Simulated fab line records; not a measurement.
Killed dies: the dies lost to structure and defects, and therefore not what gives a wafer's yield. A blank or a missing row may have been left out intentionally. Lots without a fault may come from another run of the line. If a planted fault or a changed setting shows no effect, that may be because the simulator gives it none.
fab line records | flow gf180mcu
[record] lots = 14 | wafers = 42 | lastDay = 34
route steps=602 shown DNWELL@41 MVPSD@88 VT_IMPLANT@107
lots that met no fault: taken from a fault-free run of the same line
startH: hours from the record's opening day to when the first of the lot's shown wafers began | waitH: hours elapsed since this lot's preceding step | " repeats the value in the row above | L1.1+2: a row that stands for several wafers | - either no value or no given start | * or withheld: withheld | < > ~ a bound
route shown NAME@n: NAME is a module with steps in the file, n the number in the route of the first one | usual: mean/standard deviation of fault-free wafers | same: alike in all rows | chamber/n: place in a boat | sites: the reading at each site | _std_site: their standard deviation | _edge_site: the outer-site mean with the inner-site mean subtracted | radiusMm: how far each site lies from the wafer's centre | mask NAME#n: copy n | behind: the most recent tool/chamber to have shaped the wafer | hold: reason for holding the lot/hours on hold/outcome of the hold | device: the transistor (n, p or np) that didn't switch | end of line: at the end of the route, the tests of the same wafers | for a step that has no rows: nothing shown but its recipe | killed: the dies lost at the first sort to structure and to defects; this is not the yield of the wafer | map: the dies of a wafer, with x for killed, . for not killed, _ for no die there
set.NAME: the setting as run; set.NAME@STEP: as run at that earlier step | model.NAME: the simulator's own value behind a step, which no gauge read
route steps across a sampled set of lots; one table per step, one row per wafer
services: the hour from which a tool's chamber was out of use, counted from the record's first day as startH (under 0 if before that day), plus the number of hours and why
[[steps]]
[step GF_DNWELL_TW_MEAS_09]
[usual] DNWELL_TW = 1349/13
lot.wafer | tool         | chamber | startH | waitH | DNWELL_TW
L390.1    | filmMetro-03 | -       | 41.97  | 0.1   | 1335
L390.4    | "            | -       | "      | "     | 1342
L390.5    | "            | -       | "      | "     | 1337
L391.2    | filmMetro-03 | -       | 47.30  | 0.1   | 1332
L391.5    | "            | -       | "      | "     | 1336
L391.6    | "            | -       | "      | "     | 1335
L393.1    | filmMetro-03 | -       | 58.84  | 0.1   | 1328
L393.2    | "            | -       | "      | "     | 1328
L393.4    | "            | -       | "      | "     | 1333
L394.1    | filmMetro-02 | -       | 65.42  | 0.1   | 1338
L394.2    | "            | -       | "      | "     | 1345
L394.4    | "            | -       | "      | "     | 1347
L395.2    | filmMetro-02 | -       | 69.73  | 0.1   | 1337
L395.4    | "            | -       | "      | "     | 1334
L395.6    | "            | -       | "      | "     | 1333
L404.3    | filmMetro-03 | -       | 119.60 | 0.1   | 1333
L404.5    | "            | -       | "      | "     | 1338
L404.6    | "            | -       | "      | "     | 1331
L405.1    | filmMetro-03 | -       | 124.43 | 0.1   | 1343
L405.4    | "            | -       | "      | "     | 1343
L405.6    | "            | -       | "      | "     | 1344
L406.2    | filmMetro-02 | -       | 130.33 | 0.1   | 1359
L406.4    | "            | -       | "      | "     | 1358
L406.5    | "            | -       | "      | "     | 1359
L408.1    | filmMetro-01 | -       | 139.53 | 0.1   | 1387
L408.2    | "            | -       | "      | "     | 1375
L408.5    | "            | -       | "      | "     | 1392
L409.1    | filmMetro-02 | -       | 146.35 | 0.1   | 1355
L409.2    | "            | -       | "      | "     | 1352
L409.3    | "            | -       | "      | "     | 1350
L410.3    | filmMetro-01 | -       | 147.69 | 0.1   | 1363
L410.5    | "            | -       | "      | "     | 1353
L410.6    | "            | -       | "      | "     | 1357
L411.2    | filmMetro-02 | -       | 153.19 | 0.1   | 1345
L411.4    | "            | -       | "      | "     | 1352
L411.6    | "            | -       | "      | "     | 1348
L412.1    | filmMetro-01 | -       | 169.08 | 0.1   | 1356
L412.3    | "            | -       | "      | "     | 1356
L412.5    | "            | -       | "      | "     | 1345
L413.1    | filmMetro-02 | -       | 169.47 | 0.1   | 1346
L413.3    | "            | -       | "      | "     | 1341
L413.5    | "            | -       | "      | "     | 1342
[step GF_MVPSD_STRIP_10]
[recipe] chemistry = O2/N2 | powerW = 1400 | pressureMtorr = 1500 | platenTempC = 250 | o2FlowSccm = 3000 | n2FlowSccm = 300 | overashFraction = 0.5
[usual] drypumpMotorCurrentA = 5.76/0.093 | heaterPowerW = 337/39 | oesProductAu = 0.723/0.0046 | stripTimeToEndpointS = 36.98/0.092
lot.wafer | tool           | chamber | startH | waitH | drypumpMotorCurrentA | heaterPowerW | oesProductAu | rfHoursCounterH | stripTimeToEndpointS
L390.1    | plasmaAsher-01 | 1       | 95.67  | 0.1   | 5.88                 | 278          | 0.718        | 29              | 36.99
L390.4    | "              | 0       | "      | "     | 5.78                 | 355          | 0.724        | -               | 37.10
L390.5    | "              | 1       | "      | "     | 5.88                 | 283          | 0.727        | -               | 37.12
L391.2    | plasmaAsher-01 | 0       | 99.76  | 0.1   | 5.76                 | 358          | 0.722        | 30              | 37.17
L391.5    | "              | 0       | "      | "     | 5.74                 | 353          | 0.729        | -               | 37.05
L391.6    | "              | 1       | "      | "     | 5.88                 | 284          | 0.717        | -               | 36.97
L393.1    | plasmaAsher-01 | 1       | 115.01 | 0.1   | 5.88                 | 278          | 0.726        | 32              | 37.04
L393.2    | "              | 0       | "      | "     | 5.75                 | 364          | 0.724        | 32              | 36.87
L393.4    | "              | 1       | "      | "     | 5.86                 | 282          | 0.724        | -               | 37.08
L394.1    | plasmaAsher-01 | 1       | 120.91 | 0.1   | 5.86                 | 279          | 0.725        | 32              | 36.88
L394.2    | "              | 0       | "      | "     | 5.75                 | 358          | 0.721        | 32              | 36.98
L394.4    | "              | 1       | "      | "     | 5.84                 | 282          | 0.718        | -               | 37.01
L395.2    | plasmaAsher-01 | 0       | 125.82 | 0.1   | 5.75                 | 362          | 0.722        | 32              | 36.80
L395.4    | "              | 1       | "      | "     | 5.87                 | 277          | 0.725        | -               | 36.91
L395.6    | "              | 0       | "      | "     | 5.75                 | 361          | 0.725        | -               | 36.85
L404.3    | plasmaAsher-03 | 0       | 182.70 | 0.1   | 5.65                 | 377          | 0.728        | -               | 36.88
L404.5    | "              | 1       | "      | "     | 5.69                 | 362          | 0.720        | -               | 36.81
L404.6    | "              | 0       | "      | "     | 5.69                 | 375          | 0.714        | -               | 36.96
L405.1    | plasmaAsher-01 | 1       | 188.12 | 0.1   | 5.87                 | 283          | 0.725        | 39              | 36.97
L405.4    | "              | 0       | "      | "     | 5.76                 | 353          | 0.721        | -               | 36.97
L405.6    | "              | 0       | "      | "     | 5.74                 | 356          | 0.720        | -               | 37.03
L406.2    | plasmaAsher-02 | 0       | 193.71 | 0.1   | 5.55                 | 296          | 0.728        | 56              | 37.00
L406.4    | "              | 0       | "      | "     | 5.53                 | 295          | 0.727        | -               | 37.05
L406.5    | "              | 0       | "      | "     | 5.56                 | 302          | 0.722        | -               | 37.00
L408.1    | plasmaAsher-01 | 0       | 204.61 | 0.1   | 5.76                 | 347          | 0.730        | 41              | 37.00
L408.2    | "              | 1       | "      | "     | 5.92                 | 283          | 0.714        | 41              | 36.99
L408.5    | "              | 0       | "      | "     | 5.77                 | 362          | 0.722        | -               | 36.95
L409.1    | plasmaAsher-01 | 0       | 210.01 | 0.1   | 5.73                 | 367          | 0.714        | 41              | 36.99
L409.2    | "              | 1       | "      | "     | 5.90                 | 274          | 0.730        | 41              | 36.94
L409.3    | "              | 1       | "      | "     | 5.92                 | 280          | 0.724        | -               | 36.94
L410.3    | plasmaAsher-03 | 0       | 213.75 | 0.1   | 5.68                 | 378          | 0.718        | -               | 36.96
L410.5    | "              | 1       | "      | "     | 5.65                 | 357          | 0.718        | -               | 37.08
L410.6    | "              | 0       | "      | "     | 5.64                 | 381          | 0.724        | -               | 37.01
L411.2    | plasmaAsher-01 | 1       | 217.82 | 0.1   | 5.86                 | 279          | 0.724        | 42              | 37.09
L411.4    | "              | 1       | "      | "     | 5.90                 | 286          | 0.725        | -               | 37.11
L411.6    | "              | 1       | "      | "     | 5.93                 | 277          | 0.725        | -               | 37.07
L412.1    | plasmaAsher-03 | 1       | 238.41 | 0.1   | 5.68                 | 370          | 0.720        | 61              | 37.07
L412.3    | "              | 0       | "      | "     | 5.67                 | 369          | 0.726        | -               | 37.04
L412.5    | "              | 1       | "      | "     | 5.70                 | 359          | 0.723        | -               | 37.00
L413.1    | plasmaAsher-03 | 1       | 239.26 | 0.1   | 5.69                 | 369          | 0.720        | 61              | 36.91
L413.3    | "              | 1       | "      | "     | 5.68                 | 362          | 0.721        | -               | 36.97
L413.5    | "              | 1       | "      | "     | 5.68                 | 353          | 0.716        | -               | 36.91
[step GF_VT_IMPLANT_DEVELOP_17]
[recipe] developTimeS = 60 | devTempC = 23
[usual] chillPlateTempC = 22.99/0.1 | developTimeS = 60/0
lot.wafer | tool          | chamber | startH | waitH | chillPlateTempC | developTimeS
L390.1    | lithoTrack-04 | 0       | 124.68 | 0.1   | 22.94           | 60
L390.4    | "             | 0       | "      | "     | 22.89           | 60
L390.5    | "             | 0       | "      | "     | 22.91           | 60
L391.2    | lithoTrack-04 | 0       | 129.16 | 0.1   | 22.90           | 60
L391.5    | "             | 0       | "      | "     | 23.03           | 60
L391.6    | "             | 0       | "      | "     | 23.06           | 60
L393.1    | lithoTrack-02 | 0       | 144.44 | 0.1   | 23.00           | 60
L393.2    | "             | 0       | "      | "     | 22.96           | 60
L393.4    | "             | 0       | "      | "     | 23.16           | 60
L394.1    | lithoTrack-04 | 0       | 150.58 | 0.1   | 22.91           | 60
L394.2    | "             | 0       | "      | "     | 22.96           | 60
L394.4    | "             | 0       | "      | "     | 23.02           | 60
L395.2    | lithoTrack-04 | 0       | 156.11 | 0.1   | 23.14           | 60
L395.4    | "             | 0       | "      | "     | 22.97           | 60
L395.6    | "             | 0       | "      | "     | 22.81           | 60
L404.3    | lithoTrack-04 | -       | 215.73 | 0.1   | -               | -
L404.5    | "             | -       | "      | "     | -               | -
L404.6    | "             | -       | "      | "     | -               | -
L405.1    | lithoTrack-03 | -       | 222.48 | 0.1   | -               | -
L405.4    | "             | -       | "      | "     | -               | -
L405.6    | "             | -       | "      | "     | -               | -
L406.2    | lithoTrack-02 | 0       | 227.56 | 0.1   | 22.96           | 60
L406.4    | "             | 0       | "      | "     | 23.09           | 60
L406.5    | "             | 0       | "      | "     | 23.02           | 60
L408.1    | lithoTrack-03 | 0       | 239.38 | 0.1   | 23.04           | 60
L408.2    | "             | 0       | "      | "     | 22.96           | 60
L408.5    | "             | 0       | "      | "     | 23.01           | 60
L409.1    | lithoTrack-04 | 0       | 245.38 | 0.1   | 23.19           | 60
L409.2    | "             | 0       | "      | "     | 22.93           | 60
L409.3    | "             | 0       | "      | "     | 22.98           | 60
L410.3    | lithoTrack-02 | 0       | 249.98 | 0.1   | 23.03           | 60
L410.5    | "             | 0       | "      | "     | 22.85           | 60
L410.6    | "             | 0       | "      | "     | 22.98           | 60
L411.2    | lithoTrack-04 | 0       | 254.31 | 0.1   | 22.92           | 60
L411.4    | "             | 0       | "      | "     | 22.98           | 60
L411.6    | "             | 0       | "      | "     | 22.88           | 60
L412.1    | lithoTrack-04 | 0       | 276.08 | 0.1   | 23.00           | 60
L412.3    | "             | 0       | "      | "     | 23.01           | 60
L412.5    | "             | 0       | "      | "     | 22.93           | 60
L413.1    | lithoTrack-03 | 0       | 277.83 | 0.1   | 22.94           | 60
L413.3    | "             | 0       | "      | "     | 23.01           | 60
L413.5    | "             | 0       | "      | "     | 23.10           | 60
[step GF_VT_IMPLANT_TW_MEAS_43]
[usual] VT_IMPLANT_4_TW = 691/6.2
lot.wafer | tool         | chamber | startH | waitH | VT_IMPLANT_4_TW
L390.1    | filmMetro-04 | -       | 155.96 | 0.1   | 684
L390.4    | "            | -       | "      | "     | 688
L390.5    | "            | -       | "      | "     | 685
L391.2    | filmMetro-01 | -       | 159.63 | 0.1   | 701
L391.5    | "            | -       | "      | "     | 702
L391.6    | "            | -       | "      | "     | 701
L393.1    | filmMetro-03 | -       | 175.37 | 0.1   | 689
L393.2    | "            | -       | "      | "     | 692
L393.4    | "            | -       | "      | "     | 689
L394.1    | filmMetro-03 | -       | 182.27 | 0.1   | 689
L394.2    | "            | -       | "      | "     | 691
L394.4    | "            | -       | "      | "     | 692
L395.2    | filmMetro-04 | -       | 188.48 | 0.1   | 684
L395.4    | "            | -       | "      | "     | 683
L395.6    | "            | -       | "      | "     | 684
L404.3    | filmMetro-01 | -       | 252.19 | 0.1   | 702
L404.5    | "            | -       | "      | "     | 700
L404.6    | "            | -       | "      | "     | 701
L405.1    | filmMetro-03 | -       | 259.71 | 0.1   | 684
L405.4    | "            | -       | "      | "     | 685
L405.6    | "            | -       | "      | "     | 685
L406.2    | filmMetro-01 | -       | 265.53 | 0.1   | 698
L406.4    | "            | -       | "      | "     | 699
L406.5    | "            | -       | "      | "     | 701
L408.1    | filmMetro-03 | -       | 278.92 | 0.1   | 688
L408.2    | "            | -       | "      | "     | 687
L408.5    | "            | -       | "      | "     | 685
L409.1    | filmMetro-01 | -       | 284.07 | 0.1   | 700
L409.2    | "            | -       | "      | "     | 699
L409.3    | "            | -       | "      | "     | 697
L410.3    | filmMetro-04 | -       | 289.44 | 0.1   | 688
L410.5    | "            | -       | "      | "     | 690
L410.6    | "            | -       | "      | "     | 691
L411.2    | filmMetro-04 | -       | 293.23 | 0.1   | 689
L411.4    | "            | -       | "      | "     | 683
L411.6    | "            | -       | "      | "     | 686
L412.1    | filmMetro-01 | -       | 316.02 | 0.1   | 699
L412.3    | "            | -       | "      | "     | 701
L412.5    | "            | -       | "      | "     | 698
L413.1    | filmMetro-01 | -       | 318.66 | 0.1   | 699
L413.3    | "            | -       | "      | "     | 698
L413.5    | "            | -       | "      | "     | 698
[[services]]
tool           | chamber | startH | hours | kind
plasmaAsher-03 | -       | 106.08 | 5.8   | repair
plasmaAsher-01 | -       | 115.11 | 4.3   | pm
plasmaAsher-02 | -       | 144.94 | 6.3   | repair
plasmaAsher-02 | -       | 187.82 | 2.8   | pm
plasmaAsher-01 | -       | 253.73 | 2.9   | repair
[[key]]
[firstSign] step = GF_VT_IMPLANT_DEVELOP_17 | reading = toolRecord | direction = missing
effect none on later readings
metAt GF_VT_IMPLANT_DEVELOP_17
struckLots L404,L405
laterRowsLeftOut L404.3,L404.5,L404.6,L405.1,L405.4,L405.6
sortLeftOut L404.3,L404.5,L404.6,L405.1,L405.4,L405.6
testerLeftOut L404,L405
notActingAt GF_DNWELL_TW_MEAS_09,GF_MVPSD_STRIP_10,GF_VT_IMPLANT_TW_MEAS_43
onsetBetween 156.11 215.73
[fault] kind = skippedStepWhole | tool = lithoTrack-03,lithoTrack-04 | chamber = - | onsetH = 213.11 | steps = GF_VT_IMPLANT_DEVELOP_17 | scope = struckLotsOnly
// testerLeftOut: of these lots the tester's yield and bins aren't shown, on N5 and GAA mostly nor the transistor test; their killed dies are dies lost to structure and defects alone, not to doping, threshold or leakage, so they don't give the yield
// sortLeftOut: the simulated sort isn't trusted on such a fault, so these wafers' sort isn't shown, and their yield isn't known
// laterRowsLeftOut: the simulator's readings of these wafers behind a module that went badly wrong aren't trusted and aren't shown, but for the sort
